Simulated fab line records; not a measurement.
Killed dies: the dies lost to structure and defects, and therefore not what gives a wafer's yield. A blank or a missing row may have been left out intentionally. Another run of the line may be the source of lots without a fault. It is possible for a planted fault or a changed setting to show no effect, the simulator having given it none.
Code-filled problem report in 8D (eight disciplines) form + flow gf180mcu + the parts of the form that need people (team, actions taken, sign-off) are left out

1. WHAT IS WRONG
Mean of chamber_pressure_pa at GF_M3_SPUTTER_01: 0.5001 Pa across 6 wafers in 2 lots; on wafers with no fault it is 0.4001 Pa (standard deviation 0.00086). That is +99 or more standard deviations from the usual mean.
The step: material TiN, target thk 30 nm, time 25 s.
Earliest sighting: wafer L534.1 on pvd_sputter-03 at day 25 19:13. The record has a number at this step for 39 wafers belonging to 13 lots. Rule for "out", or "out of limits": more than 4 standard deviations from the usual mean. Any other wafer with a number is counted as sound.

2. WHAT THIS IS AND IS NOT
| question                    | is                     | is not                                                                    |
|-----------------------------|------------------------|---------------------------------------------------------------------------|
| which readings at this step | chamber_pressure_pa    | -                                                                         |
| which lots                  | L534, L537             | L519, L520, L521, L522, L524, L525, L526, L527, L528, L541, L542          |
| which wafers of those lots  | all that have a number | -                                                                         |
| read on which tools         | pvd_sputter-03         | pvd_sputter-02, pvd_sputter-04                                            |
| when                        | from day 25 19:13      | up to then (27 sound wafers); but 6 sound wafers of L541, L542 came after |

3. SUSPECTS, AND WHAT RULES EACH OUT
Counting: any tool at a process step up to the reading is kept as a suspect provided that every lot that is out went through it and no sound lot did after the first of them.
- pvd_sputter-03 at GF_M3_SPUTTER_01 (material TiN, target thk 30 nm, time 25 s): kept. Every lot that is out went through it, starting with L534 (day 25 19:13), and after that it ran no sound lot; the last sound lot it ran before then is L527 (day 23 22:26). Its own readings are out on those wafers: chamber_pressure_pa.
Left after counting: pvd_sputter-03 at GF_M3_SPUTTER_01.

4. THE CAUSE (what the simulator had put in)
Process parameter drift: pvd_sputter-03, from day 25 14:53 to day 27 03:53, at GF_M3_SPUTTER_01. Setting chamber_pressure_pa shifted by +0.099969 from 0.4. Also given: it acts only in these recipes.
This tool alone remained once counting was done.

5. THE EFFECT CHAIN, in route order
Each row: a reading where the mean over the struck wafers with a number is more than 3 standard deviations away from the usual. Readings are gone through only where the record gives a usual standard deviation; hours: the median, over the lots, of the time from a lot's start at the first step in this table giving one to that lot's start at this step; sigmas: the change measured in usual standard deviations.
| hours | step             | reading             | usual     | on struck wafers | change  | sigmas      |
|-------|------------------|---------------------|-----------|------------------|---------|-------------|
| 0     | GF_M3_SPUTTER_01 | chamber_pressure_pa | 0.4001 Pa | 0.5001           | +0.1000 | +99 or more |
| 0     | GF_M3_SPUTTER_01 | throttle_valve_pct  | 29.8 %    | 26.7             | -3.1    | -3.1        |
It contains these process steps:
- GF_M3_SPUTTER_01: material TiN, target thk 30 nm, time 25 s.

6. WHAT WOULD HAVE CAUGHT IT SOONER
In this record no reading fell out of limits until day 25 19:13, 4 hours after the fault had begun at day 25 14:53.
